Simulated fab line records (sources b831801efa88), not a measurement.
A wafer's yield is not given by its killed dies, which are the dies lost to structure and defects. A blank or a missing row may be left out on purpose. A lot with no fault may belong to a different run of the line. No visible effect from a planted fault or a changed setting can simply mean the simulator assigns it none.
Problem report, 8D (eight disciplines) form, completed by code + flow sfq line + the parts of the form that need people (team, actions taken, sign-off) are left out

## 1. PROBLEM STATEMENT
Wafers without a fault read 593.9 W, standard deviation 2.5; rf fwd power W at SFQ_TRILAYER_R5_ETCH_METAL_ETCH_139 reads a mean of 499.0 W on 6 wafers belonging to 2 lots. That puts it -38 standard deviations away from the usual mean.
The step: etches the open film in Cl2, stops on SiO2, target depth 60 nm, time 40 s.
Earliest sighting: wafer L256.3 on rie metal-02 at day 64 02:13. The record has a number at this step for 18 wafers belonging to 6 lots. The rule behind "out" and "out of limits": a value lying over 4 standard deviations away from the usual mean. All remaining wafers that have a number are taken as sound.

## 2. WHAT THIS IS AND IS NOT
| question                    | is                             | is not                                                                         |
|-----------------------------|--------------------------------|--------------------------------------------------------------------------------|
| which readings at this step | rf fwd power W, oes product au | drypump motor current A                                                        |
| which lots                  | L256, L257                     | L251, L267, L269, L271                                                         |
| which wafers of those lots  | all that have a number         | -                                                                              |
| read on which tools         | rie metal-02                   | rie metal-03, rie metal-04                                                     |
| when                        | from day 64 02:13              | up to then (3 sound wafers); but 9 sound wafers of L267, L269, L271 came after |

## 3. WHAT RULES OUT EACH SUSPECT
Counting: any tool at a process step up to the reading is kept as a suspect provided that every lot that is out went through it and no sound lot did after the first of them.
- rie metal-02 at SFQ_TRILAYER_R5_BARC_OPEN_METAL_ETCH_177 (etches BARC in O2, target depth 125 nm, time 41.7 s): kept. Every lot that is out went through it, starting with L256 (day 64 02:10), and after that it ran no sound lot; the last sound lot it ran before then is L251 (day 62 14:22).
- rie metal-02 at SFQ_TRILAYER_R5_ETCH_METAL_ETCH_139 (etches the open film in Cl2, stops on SiO2, target depth 60 nm, time 40 s): kept. Every lot that is out went through it, starting with L256 (day 64 02:13), and after that it ran no sound lot; the last sound lot it ran before then is L251 (day 62 14:25). Its own oes product au, rf fwd power W readings are out on those wafers.
Left after counting: rie metal-02 at SFQ_TRILAYER_R5_BARC_OPEN_METAL_ETCH_177, rie metal-02 at SFQ_TRILAYER_R5_ETCH_METAL_ETCH_139.

## 4. THE CAUSE (what the simulator had put in)
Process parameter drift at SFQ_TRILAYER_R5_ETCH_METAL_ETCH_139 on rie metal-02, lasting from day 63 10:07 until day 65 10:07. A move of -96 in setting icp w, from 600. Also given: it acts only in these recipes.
Counting left 2 suspects, and this tool is among them.

## 5. SEQUENCE OF EFFECTS, ordered by route
Each row: a reading whose mean over the struck wafers that have a number lies more than 3 standard deviations from the usual. Readings are gone through only where the record gives a usual standard deviation; hours: the median, over the lots, of the time from a lot's start at the first step in this table giving one to that lot's start at this step; sigmas: the change measured in usual standard deviations.
| hours | step                                | reading        | usual      | on struck wafers | change | sigmas |
|-------|-------------------------------------|----------------|------------|------------------|--------|--------|
| 0     | SFQ_TRILAYER_R5_ETCH_METAL_ETCH_139 | oes product au | 0.991 a.u. | 0.924            | -0.067 | -9.0   |
| 0     | SFQ_TRILAYER_R5_ETCH_METAL_ETCH_139 | rf fwd power W | 593.9 W    | 499.0            | -94.9  | -38    |
It contains these process steps:
- SFQ_TRILAYER_R5_ETCH_METAL_ETCH_139: etches the open film in Cl2, stops on SiO2, target depth 60 nm, time 40 s.
Later steps that measure or inspect, where all struck wafers having a row at the step show a number for every such reading and not one has moved that far: SFQ_I5_OVL_MEAS_936, SFQ_C5_OVL_MEAS_937, SFQ_M6_RS_MEAS_938, SFQ_M8_BOW_MEAS_951.

## 6. HOW IT WOULD HAVE BEEN CAUGHT EARLIER
16 hours passed between the start of the fault at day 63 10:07 and the first reading out of limits in this record, taken at day 64 02:13.
